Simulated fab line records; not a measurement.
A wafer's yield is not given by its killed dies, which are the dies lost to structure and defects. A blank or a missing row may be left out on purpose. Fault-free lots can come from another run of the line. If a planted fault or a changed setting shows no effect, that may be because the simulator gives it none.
Which tool was responsible? / flow gf180mcu / 7 lots (21 wafers sampled), 1 step of a 602-step route

## WHAT THE GAUGES SHOWED, per wafer
GF_NSD_CD_MEAS_07 targets a cd of 400 nm.
lot=L634; measured=day 13 20:35; on=cd_sem-01; cd_nm (nm)=398.6 398.4 397.7
lot=L636; measured=day 14 05:55; on=cd_sem-02; cd_nm (nm)=399.1 399.4 402.3
lot=L639; measured=day 15 12:02; on=cd_sem-02; cd_nm (nm)=399.2 399.6 400.9
lot=L643; measured=day 16 20:40; on=cd_sem-02; cd_nm (nm)=398.9 399.3 399.8
lot=L648; measured=day 18 15:19; on=cd_sem-01; cd_nm (nm)=397.7 394.9 395.3
lot=L650; measured=day 19 03:50; on=cd_sem-01; cd_nm (nm)=400.7 402.2 401.0
lot=L656; measured=day 21 04:00; on=cd_sem-01; cd_nm (nm)=396.6 395.5 397.6

## WHICH TOOL RAN EACH LOT (tool, then ch and the chambers of the sampled wafers, then the start)
Before these readings, the record contains no process step.

## THE ANSWER, worked out from the rows above alone
Rule: what is usual is taken from the lots themselves. The widest of any qualifying gaps counts: lots, ordered by their means at a reading, are off when they make up no more than a third of the lots, leave a main group of 4 or more, and stand apart from it by 3 or more times the standard deviation of that group's means. The tables above print the reading to a certain number of digits; a main group whose means all agree to those digits is not used. A lot without any number at a reading at which 4 lots or more have one is off too. Where the step has rows for the other lots, those lots are counted as sound.
Across all readings shown, no lot is off: no conclusion can be drawn from this.

## WHAT THE SIMULATOR HAD INSERTED
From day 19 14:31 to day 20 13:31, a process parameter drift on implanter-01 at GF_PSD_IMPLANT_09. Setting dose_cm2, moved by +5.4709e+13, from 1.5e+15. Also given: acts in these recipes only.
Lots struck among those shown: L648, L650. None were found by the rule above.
